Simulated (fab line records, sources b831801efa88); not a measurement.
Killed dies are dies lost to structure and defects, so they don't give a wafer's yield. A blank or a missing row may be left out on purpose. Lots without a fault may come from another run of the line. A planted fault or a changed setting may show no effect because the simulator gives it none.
Which tool did it? | flow sky130 | 24 lots, 72 wafers sampled, at 2 steps of a route of 708

WHAT THE GAUGES READ, wafer by wafer
SKY_CAPM_OVL_MEAS_12. Usual: CAPM_OVL 1.2 nm, standard deviation 1.4.
lot  | measured     | on         | CAPM_OVL (nm)  | flag
L074 | day 37 06:19 | overlay-01 | 0.4 -0.3 1.8   |
L075 | day 37 12:08 | overlay-02 | 1.3 1.3 0.3    |
L076 | day 37 21:39 | overlay-02 | 1.2 0.1 0.6    |
L077 | day 38 10:29 | overlay-02 | 1.3 0.3 1.5    |
L078 | day 38 11:08 | overlay-02 | -1.1 -1.6 -0.5 |
L079 | day 39 00:14 | overlay-02 | 0.1 1.1 0.0    |
L080 | day 39 11:35 | overlay-02 | 1.4 -0.2 0.9   |
L081 | day 39 15:05 | overlay-01 | 1.1 1.5 2.3    |
L082 | day 39 21:49 | overlay-01 | 2.5 3.3 4.1    |
L083 | day 40 06:29 | overlay-01 | 0.0 1.9 0.6    |
L084 | day 40 13:24 | overlay-02 | 2.5 1.9 2.5    |
L085 | day 40 15:26 | overlay-02 | -0.6 0.5 -1.4  |
L086 | day 41 01:04 | overlay-01 | 2.5 0.5 1.9    |
L087 | day 41 10:59 | overlay-01 | -0.2 -0.6 -1.1 |
L088 | day 41 22:51 | overlay-01 | 3.4 1.8 3.6    |
L089 | day 42 07:02 | overlay-01 | 3.4 2.8 1.6    |
L090 | day 42 14:02 | overlay-01 | 1.9 2.7 3.2    |
L091 | day 43 03:05 | overlay-02 | 0.0 1.0 0.8    |
L092 | day 43 04:25 | overlay-01 | 1.2 0.4 1.7    |
L093 | day 43 10:22 | overlay-01 | -0.3 0.3 0.6   |
L094 | day 43 11:34 | overlay-02 | 1.4 1.6 2.7    |
L095 | day 43 16:47 | overlay-02 | 2.9 2.4 0.7    |
L097 | day 43 23:48 | overlay-02 | 1.1 2.8 1.7    |
L096 | day 44 02:30 | overlay-02 | 4.0 3.6 2.3    |

SKY_METAL3_OVL_MEAS_14. Usual: METAL3_OVL 2 nm, standard deviation 4.8.
lot  | measured     | on         | METAL3_OVL (nm) | flag
L074 | day 38 08:35 | overlay-02 | -3 -6 4         |
L075 | day 38 15:15 | overlay-02 | 11 5 4          |
L076 | day 38 23:58 | overlay-01 | 6 4 2           |
L077 | day 39 12:03 | overlay-01 | -3 -2 3         |
L078 | day 39 13:01 | overlay-01 | 5 6 4           |
L079 | day 40 01:48 | overlay-01 | -2 -1 -3        |
L080 | day 40 12:35 | overlay-02 | 6 5 3           |
L081 | day 40 15:51 | overlay-01 | 3 -1 8          |
L082 | day 40 22:56 | overlay-02 | 7 0 -3          |
L083 | day 41 07:40 | overlay-01 | 2 0 -3          |
L084 | day 41 14:26 | overlay-01 | 8 10 8          |
L085 | day 41 16:14 | overlay-01 | -4 -6 -7        |
L086 | day 42 02:11 | overlay-01 | 1 8 -2          |
L087 | day 42 11:51 | overlay-01 | -8 -1 -10       |
L088 | day 42 22:29 | overlay-01 | 2 9 5           |
L089 | day 43 06:43 | overlay-01 | -4 1 -8         |
L090 | day 43 13:27 | overlay-02 | -7 -7 -4        |
L091 | day 44 02:02 | overlay-01 | -2 3 0          |
L092 | day 44 04:01 | overlay-02 | -1 1 1          |
L093 | day 44 09:33 | overlay-02 | 3 0 3           |
L094 | day 44 10:14 | overlay-02 | -3 -6 0         |
L095 | day 44 16:10 | overlay-01 | 3 12 13         |
L097 | day 44 21:53 | overlay-02 | -3 4 4          |
L096 | day 45 00:44 | overlay-01 | -1 3 -3         |

WHICH TOOL RAN EACH LOT (tool, then ch and the chambers of the sampled wafers, then the start)
The record holds no process step before these readings.

WHAT THE TOOLS THEMSELVES READ (means of the sampled wafers that have a number; where no wafer has one, the mark that the record gives instead)
The record holds no such reading with a usual standard deviation.

THE ANSWER, worked out from the rows above alone
Rule: a lot is off if the mean of its wafers that have a number lies more than 3 standard deviations from the usual mean. A lot without any number at a reading at which 4 lots or more have one is off too. The other lots that the step has rows for count as sound. The gauges are gone through in route order, then the tools' own readings, and for those a lot's mean is taken as printed above. The first step at which some lot is off is used, and at that step the reading that is off furthest; a lot without a number counts as furthest.
No lot is off at any reading shown: from this, nothing can be told.

WHAT THE SIMULATOR HAD PUT IN
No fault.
